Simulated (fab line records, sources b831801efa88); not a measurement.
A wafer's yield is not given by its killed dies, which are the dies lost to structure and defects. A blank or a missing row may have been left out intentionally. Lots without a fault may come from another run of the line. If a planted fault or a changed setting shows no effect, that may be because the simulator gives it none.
fab line records	flow sky130
record: lots: 10	wafers: 30	lastDay: 49
route steps=708 shown SONOS_ONO@185 RES_PROTECT@215 POLY_GATE@217 LDD_HVN@274 POLY_CUT@318
lots that met no fault: taken from a fault-free run of the same line
startH: hours from the record's first day to the start of the lot's first wafer shown	waitH: hours elapsed since this lot's preceding step	" same as the row above	L1.1+2: a row that stands for several wafers	- either no value or no given start	* or withheld: withheld	< > ~ a bound
route shown NAME@n: NAME is a module with steps in the file, n the number in the route of the first one	usual: mean/standard deviation taken from wafers without a fault	same: alike in all rows	chamber/n: place in a boat	sites: readings site by site	_std_site: standard deviation across them	_edge_site: inner sites' mean taken away from outer sites' mean	radiusMm: for every site, how far away it sits from the centre of the wafer	mask NAME#n: copy n	behind: tool/chamber where the wafer was last shaped	hold: cause of the lot's hold/its duration in hours/its outcome	device: the n, p or np transistor that did not switch	end of line: the same wafers' tests at the end of the route	a step without rows: its recipe alone	killed: the dies lost at the first sort to structure and to defects; this is not the yield of the wafer	map: the dies of a wafer, with x for killed, . for not killed, _ for no die there
set.NAME: setting as actually run; set.NAME@STEP: the setting as run at that earlier step	model.NAME: the simulator's own value behind a step, which no gauge read
a sample of lots followed through the steps of the route, with each step as a table and each wafer as a row
services: the hour from which a tool's chamber was out of use, counted from the record's first day as startH (under 0 if before that day), plus the number of hours and why
== steps ==
step: SKY_SONOS_ONO_STRIP_17
recipe: chemistry: O2/N2	powerW: 1400	pressureMtorr: 1500	platenTempC: withheld	o2FlowSccm: 3000	n2FlowSccm: 300	overashFraction: 0.5
usual: chamberPressureMTorr: 1499.9/1.4	drypumpMotorCurrentA: 5.9/0.6	oesProductAu: 0.710/0.0045	stripTimeToEndpointS: 14.09/0.036
same: overashFraction: 0.5
lot.wafer	tool	chamber	startH	waitH	chamberPressureMTorr	drypumpMotorCurrentA	oesProductAu	rfHoursCounterH	stripTimeToEndpointS
L321.3	plasmaAsher-02	0	336.34	0.0	1502.9	5.3	0.713	-	14.03
L321.4	"	1	"	"	1499.8	6.6	0.710	-	14.02
L321.6	"	0	"	"	1500.0	5.3	0.711	-	14.06
L322.2	plasmaAsher-03	1	343.91	0.0	1500.0	6.0	0.708	21	14.08
L322.3	"	0	"	"	1498.3	5.0	0.712	-	14.11
L322.5	"	1	"	"	1499.9	6.0	0.723	-	14.09
L323.2	plasmaAsher-02	0	347.12	0.0	1498.9	5.3	0.713	55	14.10
L323.4	"	1	"	"	1499.3	6.6	0.712	-	14.12
L323.6	"	0	"	"	1501.7	5.3	0.705	-	14.06
L324.1	plasmaAsher-01	0	351.46	0.0	1500.1	5.6	0.715	63	14.06
L324.3	"	0	"	"	1498.4	5.6	0.702	-	14.13
L324.4	"	1	"	"	1499.9	6.5	0.711	-	14.11
L331.1	plasmaAsher-01	1	420.02	0.0	1500.2	6.4	0.711	70	14.11
L331.4	"	1	"	"	1497.9	6.4	0.709	-	14.07
L331.6	"	1	"	"	1500.0	6.4	0.708	-	14.05
L332.4	plasmaAsher-03	1	423.32	0.0	1500.9	6.0	0.713	-	14.08
L332.5	"	1	"	"	1497.1	6.0	0.708	-	14.10
L332.6	"	0	"	"	1498.6	5.0	0.706	-	14.07
L333.4	plasmaAsher-03	0	426.74	0.0	1500.1	5.0	0.707	-	14.14
L333.5	"	0	"	"	1501.3	5.0	0.711	-	14.12
L333.6	"	1	"	"	1499.4	6.0	0.704	-	14.10
L334.3	plasmaAsher-02	0	442.54	0.0	1500.4	5.3	0.717	-	14.03
L334.5	"	0	"	"	1500.0	5.3	0.710	-	14.03
L334.6	"	1	"	"	1497.1	6.5	0.709	-	14.10
L335.2	plasmaAsher-01	1	453.16	0.0	1500.7	6.4	0.713	2	14.12
L335.3	"	1	"	"	1500.7	6.5	0.705	-	14.13
L335.4	"	0	"	"	1500.6	5.6	0.714	-	14.10
L337.1	plasmaAsher-01	0	461.21	0.0	1501.2	5.6	0.709	3	14.09
L337.2	"	1	"	"	1500.2	6.5	0.697	3	14.10
L337.4	"	0	"	"	1499.1	5.6	0.714	-	14.13
step: SKY_RES_PROTECT_TW_MEAS_08
usual: POLY_GATE_TW: 4049/24
lot.wafer	tool	chamber	startH	waitH	POLY_GATE_TW
L321.3	filmMetro-03	-	398.89	0.1	4017
L321.4	"	-	"	"	4008
L321.6	"	-	"	"	4022
L322.2	filmMetro-03	-	407.65	0.1	4035
L322.3	"	-	"	"	4019
L322.5	"	-	"	"	4018
L323.2	filmMetro-03	-	412.83	0.1	4066
L323.4	"	-	"	"	4031
L323.6	"	-	"	"	4029
L324.1	filmMetro-01	-	418.52	0.1	4064
L324.3	"	-	"	"	4047
L324.4	"	-	"	"	4037
L331.1	filmMetro-01	-	487.84	0.1	4033
L331.4	"	-	"	"	4046
L331.6	"	-	"	"	4035
L332.4	filmMetro-04	-	492.17	0.1	4100
L332.5	"	-	"	"	4101
L332.6	"	-	"	"	4081
L333.4	filmMetro-04	-	492.82	0.1	4091
L333.5	"	-	"	"	4077
L333.6	"	-	"	"	4089
L334.3	filmMetro-04	-	510.76	0.1	4050
L334.5	"	-	"	"	4067
L334.6	"	-	"	"	4077
L335.2	filmMetro-01	-	519.60	0.1	4059
L335.3	"	-	"	"	4046
L335.4	"	-	"	"	4054
L337.1	filmMetro-01	-	527.64	0.1	4038
L337.2	"	-	"	"	4010
L337.4	"	-	"	"	4026
step: SKY_POLY_GATE_CVD_03
recipe: material: Si3N4	precursor: DCS/NH3	targetThkNm: 75	tempC: 770	timeS: 1290	pressureMtorr: 250
lot.wafer	tool	chamber	startH	waitH
L321.3+4+6	lpcvd-02	0	399.69	0.7
L322.2+3+5	lpcvd-02	1	408.49	0.7
L323.2+4+6	lpcvd-02	0	412.93	0.0
L324.1+3+4	lpcvd-02	1	421.32	2.7
L331.1+4+6	lpcvd-02	0	487.95	0.0
L332.4+5+6	lpcvd-02	0	492.52	0.3
L333.4+5+6	lpcvd-02	1	494.93	2.0
L334.3+5+6	lpcvd-02	0	510.90	0.0
L335.2+3+4	lpcvd-02	1	519.70	0.0
L337.1+2+4	lpcvd-02	1	527.75	0.0
step: SKY_POLY_GATE_THK_MEAS_04
recipe: reads: Si3N4_of_POLY_GATE_CVD_03
usual: POLY_GATE_CVD_03_THK: 74.8/0.68
lot.wafer	tool	chamber	startH	waitH	POLY_GATE_CVD_03_THK[nm]
L321.3	filmMetro-01	-	401.07	0.0	74.8
L321.4	"	-	"	"	75.0
L321.6	"	-	"	"	74.8
L322.2	filmMetro-02	-	409.86	0.0	55.7
L322.3	"	-	"	"	54.8
L322.5	"	-	"	"	55.2
L323.2	filmMetro-01	-	414.30	0.0	55.0
L323.4	"	-	"	"	54.6
L323.6	"	-	"	"	54.4
L324.1	filmMetro-01	-	422.68	0.0	54.5
L324.3	"	-	"	"	54.8
L324.4	"	-	"	"	55.0
L331.1	filmMetro-04	-	489.31	0.0	74.0
L331.4	"	-	"	"	74.0
L331.6	"	-	"	"	74.2
L332.4	filmMetro-04	-	493.91	0.0	75.4
L332.5	"	-	"	"	76.0
L332.6	"	-	"	"	75.7
L333.4	filmMetro-01	-	496.31	0.0	76.3
L333.5	"	-	"	"	76.4
L333.6	"	-	"	"	76.5
L334.3	filmMetro-02	-	512.28	0.0	74.5
L334.5	"	-	"	"	74.6
L334.6	"	-	"	"	75.4
L335.2	filmMetro-04	-	521.07	0.0	74.2
L335.3	"	-	"	"	75.4
L335.4	"	-	"	"	75.0
L337.1	filmMetro-04	-	529.11	0.0	74.1
L337.2	"	-	"	"	73.9
L337.4	"	-	"	"	73.9
step: SKY_POLY_GATE_ETCH_16
recipe: stopOn: poly-Si	chemistry: CH3F/O2	target: Si3N4	sourceW: 400	biasW: 80	pressureMtorr: 25	ch3fFlowSccm: 40	O2_flow_sccm: 30	timeS: 147.5	targetDepthA: 750
usual: chamberPressureMTorr: 24.999/0.02	drypumpMotorCurrentA: 5.4/0.39	oesProductAu: 0.639/0.0052	throttleValvePct: 10.535/0.0087
lot.wafer	tool	chamber	startH	waitH	chamberPressureMTorr	drypumpMotorCurrentA	oesProductAu	rfHoursCounterH	throttleValvePct
L321.3	rieDiel-03	1	431.86	0.0	25.015	5.0	0.636	10	10.536
L321.4	"	3	"	"	25.016	5.2	0.642	103	10.536
L321.6	"	3	"	"	25.002	5.2	0.631	-	10.537
L322.2	rieDiel-04	1	441.13	0.0	25.020	5.6	0.569	86	10.525
L322.3	"	3	"	"	24.986	5.9	0.572	16	10.518
L322.5	"	2	"	"	24.995	6.4	0.577	-	10.508
L323.2	rieDiel-03	0	445.33	0.0	25.005	5.1	0.572	1	10.523
L323.4	"	1	"	"	24.992	5.0	0.572	-	10.526
L323.6	"	0	"	"	25.015	5.1	0.561	-	10.521
L324.1	rieDiel-04	3	452.83	0.0	25.020	5.9	0.576	16	10.518
L324.3	"	0	"	"	24.996	6.2	0.569	23	10.526
L324.4	"	1	"	"	24.988	5.6	0.573	-	10.530
L331.1	rieDiel-02	0	520.83	0.0	25.010	5.2	0.636	6	10.530
L331.4	"	3	"	"	25.003	5.1	0.641	5	10.540
L331.6	"	1	"	"	24.989	5.8	0.640	-	10.532
L332.4	rieDiel-02	0	524.15	0.0	25.001	5.2	0.630	6	10.540
L332.5	"	3	"	"	25.009	5.1	0.646	-	10.517
L332.6	"	0	"	"	25.003	5.2	0.644	-	10.530
L333.4	rieDiel-02	3	528.08	0.0	25.018	5.1	0.645	5	10.528
L333.5	"	0	"	"	25.008	5.2	0.644	-	10.529
L333.6	"	1	"	"	25.023	5.8	0.653	-	10.522
L334.3	rieDiel-04	0	543.13	0.0	24.974	6.2	0.636	24	10.541
L334.5	"	0	"	"	24.975	6.2	0.642	-	10.544
L334.6	"	3	"	"	25.019	5.9	0.645	-	10.531
L335.2	rieDiel-02	1	551.78	0.0	25.006	5.8	0.638	61	10.534
L335.3	"	0	"	"	25.011	5.2	0.645	6	10.534
L335.4	"	2	"	"	24.984	5.2	0.646	1	10.540
L337.1	rieDiel-03	2	559.88	0.0	25.011	5.7	0.637	6	10.518
L337.2	"	3	"	"	25.022	5.3	0.630	2	10.527
L337.4	"	0	"	"	25.029	5.1	0.633	4	10.522
step: SKY_LDD_HVN_OVL_MEAS_07
usual: LDD_HVN_OVL: -0.5/1.5
lot.wafer	tool	chamber	startH	waitH	LDD_HVN_OVL[nm]
L321.3	overlay-02	-	532.91	0.1	-0.8
L321.4	"	-	"	"	-2.0
L321.6	"	-	"	"	-0.1
L322.2	overlay-01	-	537.15	0.1	1.4
L322.3	"	-	"	"	-1.2
L322.5	"	-	"	"	-1.1
L323.2	overlay-01	-	541.94	0.1	0.6
L323.4	"	-	"	"	0.1
L323.6	"	-	"	"	2.2
L324.1	overlay-01	-	546.44	0.1	-2.5
L324.3	"	-	"	"	-4.4
L324.4	"	-	"	"	-2.8
L331.1	overlay-01	-	613.04	0.1	-0.4
L331.4	"	-	"	"	0.0
L331.6	"	-	"	"	-1.2
L332.4	overlay-02	-	616.78	0.1	-3.4
L332.5	"	-	"	"	-1.9
L332.6	"	-	"	"	-3.3
L333.4	overlay-01	-	620.26	0.1	-1.1
L333.5	"	-	"	"	0.3
L333.6	"	-	"	"	-0.6
L334.3	overlay-01	-	634.23	0.1	-0.2
L334.5	"	-	"	"	-2.0
L334.6	"	-	"	"	0.1
L335.2	overlay-01	-	643.24	0.1	-2.2
L335.3	"	-	"	"	-1.9
L335.4	"	-	"	"	-1.2
L337.1	overlay-01	-	650.39	0.1	2.2
L337.2	"	-	"	"	3.2
L337.4	"	-	"	"	2.0
step: SKY_POLY_CUT_ETCH_11
recipe: target: Si3N4	chemistry: CF4/CH2F2/Ar	stopOn: poly-Si	sourceW: 600	biasW: 150	pressureMtorr: 40	cf4FlowSccm: 40	ch2f2FlowSccm: 20	Ar_flow_sccm: 150	timeS: 42.5	targetDepthA: 600
usual: chamberPressureMTorr: 40.00/0.034	drypumpMotorCurrentA: 5.7/0.48	oesProductAu: 0.827/0.0069	throttleValvePct: 14.995/0.0085
lot.wafer	tool	chamber	startH	waitH	chamberPressureMTorr	drypumpMotorCurrentA	oesProductAu	rfHoursCounterH	throttleValvePct
L321.3	rieDiel-03	3	625.09	0.0	39.92	5.3	0.830	3	15.010
L321.4	"	2	"	"	39.97	5.7	0.825	7	14.989
L321.6	"	0	"	"	40.00	5.1	0.830	-	14.986
L322.2	rieDiel-03	2	630.89	0.0	40.09	5.8	0.720	7	14.988
L322.3	"	0	"	"	39.99	5.1	0.702	5	14.986
L322.5	"	2	"	"	40.03	5.7	0.710	-	14.969
L323.2	rieDiel-01	0	634.94	0.0	40.02	6.5	0.703	1	14.978
L323.4	"	2	"	"	40.03	6.0	0.704	13	14.986
L323.6	"	3	"	"	40.00	5.7	0.706	-	14.981
L324.1	rieDiel-04	0	640.29	0.0	40.03	6.2	0.703	26	14.982
L324.3	"	2	"	"	39.97	6.3	0.711	15	14.978
L324.4	"	1	"	"	40.00	5.6	0.707	2	14.978
L331.1	rieDiel-04	2	698.69	0.0	39.98	6.4	0.820	16	15.005
L331.4	"	3	"	"	39.96	5.8	0.819	22	15.001
L331.6	"	0	"	"	39.97	6.2	0.825	-	14.986
L332.4	rieDiel-03	1	700.64	0.0	40.01	5.0	0.834	16	14.998
L332.5	"	3	"	"	40.00	5.2	0.836	-	14.993
L332.6	"	2	"	"	40.02	5.7	0.845	-	14.991
L333.4	rieDiel-01	2	704.39	0.0	39.98	6.1	0.836	15	15.000
L333.5	"	0	"	"	40.00	6.6	0.842	-	14.996
L333.6	"	1	"	"	40.00	5.2	0.839	-	14.995
L334.3	rieDiel-01	0	716.19	0.0	40.05	6.5	0.833	3	14.995
L334.5	"	2	"	"	39.96	6.1	0.821	-	14.981
L334.6	"	1	"	"	39.92	5.2	0.830	-	15.004
L335.2	rieDiel-04	2	724.54	0.0	40.01	6.4	0.825	17	14.988
L335.3	"	1	"	"	40.03	5.6	0.832	4	14.993
L335.4	"	0	"	"	40.04	6.2	0.832	29	15.000
L337.1	rieDiel-04	0	730.99	0.0	40.03	6.2	0.821	29	15.001
L337.2	"	2	"	"	40.05	6.4	0.819	17	14.997
L337.4	"	3	"	"	40.01	5.8	0.814	23	14.973
== services ==
tool	chamber	startH	hours	kind
rieDiel-03	1	319.83	9.7	repair
rieDiel-03	3	330.79	3.0	repair
rieDiel-04	-	335.03	14.6	pm
rieDiel-04	0	376.34	15.0	repair
rieDiel-04	1	379.94	3.3	repair
rieDiel-04	1	417.82	13.7	repair
plasmaAsher-01	-	421.25	9.0	pm
rieDiel-02	1	423.65	6.2	repair
rieDiel-02	0	441.25	2.9	repair
rieDiel-04	2	441.26	23.3	repair
lpcvd-02	-	455.87	0.6	repair
lpcvd-02	-	464.55	2.8	pm
rieDiel-02	1	468.34	8.6	repair
plasmaAsher-01	-	496.61	2.7	repair
rieDiel-04	1	497.03	3.4	repair
rieDiel-04	1	509.55	11.2	repair
rieDiel-04	-	519.20	0.2	repair
lpcvd-02	-	536.78	1.5	repair
rieDiel-02	-	567.84	0.4	repair
lpcvd-02	-	577.08	1.0	repair
rieDiel-02	-	586.43	15.6	pm
rieDiel-04	3	630.77	3.3	repair
rieDiel-03	3	705.84	4.0	repair
rieDiel-03	2	725.01	27.3	repair
== key ==
firstSign: step: SKY_POLY_GATE_THK_MEAS_04	reading: POLY_GATE_CVD_03_THK	direction: down	sigmas: 29	usual: 74.8	struck: 54.9
effect: step: SKY_POLY_GATE_ETCH_16	reading: oesProductAu	direction: down	sigmas: 13	usual: 0.639	struck: 0.571
effect: step: SKY_POLY_CUT_ETCH_11	reading: oesProductAu	direction: down	sigmas: 17	usual: 0.827	struck: 0.707
metAt SKY_POLY_GATE_CVD_03
struckLots L322,L323,L324
testerLeftOut L322,L323,L324
notActingAt SKY_SONOS_ONO_STRIP_17,SKY_RES_PROTECT_TW_MEAS_08,SKY_LDD_HVN_OVL_MEAS_07
onsetBetween 399.69 408.49
fault: kind: processParameterDrift	tool: lpcvd-02	chamber: -	onsetH: 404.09	steps: SKY_POLY_GATE_CVD_03	channel: targetThkNm	offset: -19.211	shape: step	endH: 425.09	actsIn: theseRecipesOnly	stated: 75
testerLeftOut: of these lots the tester's yield and bins aren't shown, on N5 and GAA mostly nor the transistor test; their killed dies are dies lost to structure and defects alone, not to doping, threshold or leakage, so they don't give the yield
